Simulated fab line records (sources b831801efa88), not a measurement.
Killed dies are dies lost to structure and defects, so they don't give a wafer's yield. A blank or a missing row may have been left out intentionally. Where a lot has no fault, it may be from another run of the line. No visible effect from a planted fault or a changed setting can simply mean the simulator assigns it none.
Problem report, 8D (eight disciplines) form, completed by code / flow gf180mcu / the parts of the form that need people (team, actions taken, sign-off) are left out

## 1. THE ISSUE
V2_W_RS at GF_V2_RS_MEAS_24 reads a mean of 0.251 ohm/sq on 2 wafers of 2 lots; wafers without a fault read 0.325 ohm/sq with a standard deviation of 0.0047. Relative to the usual mean, that is a shift of -16 standard deviations.
The step: measures by four-point-probe.
First observed at day 24 14:46: wafer L810.3, on filmMetro-03. The record has a number at this step for 33 wafers belonging to 11 lots. The rule behind "out" and "out of limits": a value lying over 4 standard deviations away from the usual mean. The rest of the wafers with a number are treated as sound.

## 2. WHAT THIS IS AND IS NOT
question=which readings at this step | is=V2_W_RS | is not=-
question=which lots | is=L810, L812 | is not=L801, L802, L803, L805, L807, L820, L821, L822, L823
question=which wafers of those lots | is=L810.3, L812.4 | is not=L810.5, L810.6, L812.5, L812.6
question=read on which gauges | is=filmMetro-03 | is not=filmMetro-01, filmMetro-04
question=when | is=from day 24 14:46 | is not=up to then (17 sound wafers); but 14 sound wafers of L812, L820, L821, L822, L823 came after

## 3. SUSPECTS, AND WHAT RULES EACH OUT
Counting: a tool at a process step up to the reading stays a suspect if it ran every lot that is out. Sound lots after the first of them don't rule it out here, since some wafers of a struck lot are sound.
- the gauge at GF_V2_RS_MEAS_24 is ruled out. All the wafers that are out were read on filmMetro-03, but those of them that GF_V2_CMP_26 has rows for are out there too, on other tools.
- cvdW-01 at GF_V2_CVD_23 (deposits W, target thk 350 nm, time 104.94 s): kept. Ran every lot that is out, first one L810 (day 24 14:39); last sound lot up to then L805 (day 22 23:53).
The count leaves cvdW-01 at GF_V2_CVD_23.

## 4. THE CAUSE (what the simulator had put in)
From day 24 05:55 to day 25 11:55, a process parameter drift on cvdW-01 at GF_V2_CVD_23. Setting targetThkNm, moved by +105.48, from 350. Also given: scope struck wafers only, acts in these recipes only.
Only this tool survived the counting.

## 5. SEQUENCE OF EFFECTS, ordered by route
Each row: a reading where the mean over the struck wafers with a number is more than 3 standard deviations away from the usual. Readings are gone through only where the record gives a usual standard deviation; hours: the median, over the lots, of the time from a lot's start at the first step in this table giving one to that lot's start at this step; sigmas: the change measured in usual standard deviations.
hours=0; step=GF_V2_RS_MEAS_24; reading=V2_W_RS; usual=0.325 ohm/sq; on struck wafers=0.251; change=-0.075; sigmas=-16
hours=0; step=GF_V2_THK_MEAS_25; reading=V2_W_THK; usual=357 nm; on struck wafers=465; change=+108; sigmas=+19
hours=0; step=GF_V2_CMP_26; reading=timeToEndpointS; usual=88 s; on struck wafers=114; change=+26; sigmas=+7.4
Its process steps:
- GF_V2_CMP_26: polishes, stops on SiO2, t overpolish 15 s, target thk 0 nm.

## 6. HOW IT WOULD HAVE BEEN CAUGHT EARLIER
9 hours passed between the start of the fault at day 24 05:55 and the first reading out of limits at a measuring or inspecting step in this record, taken at day 24 14:46.
No tool reading at GF_V2_CVD_23 that has a usual standard deviation in the record was out on any struck wafer, so an alarm limit of 4 standard deviations on those readings would not have fired.
Among the 2 lots that are out, L812 began GF_V2_CVD_23 on cvdW-01 after day 24 14:46. A tool hold placed at that time would have kept it from harm.
